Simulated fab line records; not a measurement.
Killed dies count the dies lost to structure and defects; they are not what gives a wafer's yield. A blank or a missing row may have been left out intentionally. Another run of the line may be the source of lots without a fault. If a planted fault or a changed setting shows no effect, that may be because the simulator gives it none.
8D (eight disciplines) problem report, filled in by code -- flow sky130 -- the parts of the form that need people (team, actions taken, sign-off) are left out

== 1. THE PROBLEM ==
At SKY_VT_ADJUST_NCORE_CD_MEAS_07, cd-nm averages 367.0 nm over 6 wafers from 2 lots, while fault-free wafers read 379.6 nm, standard deviation 2.1. That is -6.0 standard deviations from the usual mean.
The step: target cd 380 nm.
Earliest sighting: wafer L913.2 on cd-sem-01 at day 13 04:08. Wafers with a number at this step in the record: 36, from 12 lots. Rule for "out" (also "out of limits"): further than 4 standard deviations from the usual mean. All remaining wafers that have a number are taken as sound.

== 2. WHAT IT IS, AND WHAT IT ISN'T ==
question,is,is not
which readings at this step,cd-nm,-
which lots,"L913, L914","L898, L900, L902, L903, L904, L905, L916, L917, L920, L921"
which wafers of those lots,all that have a number,-
read on which gauges,"cd-sem-01, cd-sem-02",-
when,from day 13 04:08,"up to then (18 sound wafers); but 12 sound wafers of L916, L917, L920, L921 came after"

== 3. SUSPECTS, AND WHAT RULES EACH OUT ==
Counting: a tool at a process step up to the reading stays a suspect if it ran every lot that is out and no sound lot after the first of them.
- the gauge at SKY_VT_ADJUST_NCORE_CD_MEAS_07 has been ruled out. The wafers that are out were read on 2 gauges (cd-sem-01, cd-sem-02).
- litho-track-03 at SKY_VT_ADJUST_NCORE_DEVELOP_06 (develop time 60 s): kept. Every lot that is out went through it, starting with L913 (day 13 03:59), and after that it ran no sound lot; the last sound lot it ran before then is L905 (day 10 13:19).
After counting, what remains is litho-track-03 at SKY_VT_ADJUST_NCORE_DEVELOP_06.

== 4. THE CAUSE (what the simulator had put in) ==
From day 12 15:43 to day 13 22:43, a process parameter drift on litho-track-03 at SKY_VT_ADJUST_NCORE_DEVELOP_06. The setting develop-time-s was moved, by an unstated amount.
Counting left only this tool.

== 5. SEQUENCE OF EFFECTS, ordered by route ==
Rows list readings where the struck wafers' mean (over those with a number) sits beyond 3 standard deviations from the usual. Only readings for which the record gives a usual standard deviation are gone through. hours: the time from each lot's start at the first step in this table that gives one to its start at this step, as a median over the lots. sigmas: the change in usual standard deviations.
hours,step,reading,usual,on struck wafers,change,sigmas
0,SKY_VT_ADJUST_NCORE_CD_MEAS_07,cd-nm,379.6 nm,367.0,-12.6,-6.0
Later measuring or inspecting steps at which every struck wafer that the step has a row for has a number for every such reading, and none has moved that far: SKY_LI_CONTACT_OVL_MEAS_13.

== 6. HOW IT WOULD HAVE BEEN CAUGHT EARLIER ==
12 hours passed between the start of the fault at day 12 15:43 and the first reading out of limits at a measuring or inspecting step in this record, taken at day 13 04:08.
Among the 2 lots that are out, L914 began SKY_VT_ADJUST_NCORE_DEVELOP_06 on litho-track-03 after day 13 04:08. A hold on the tool at that time would have spared it.
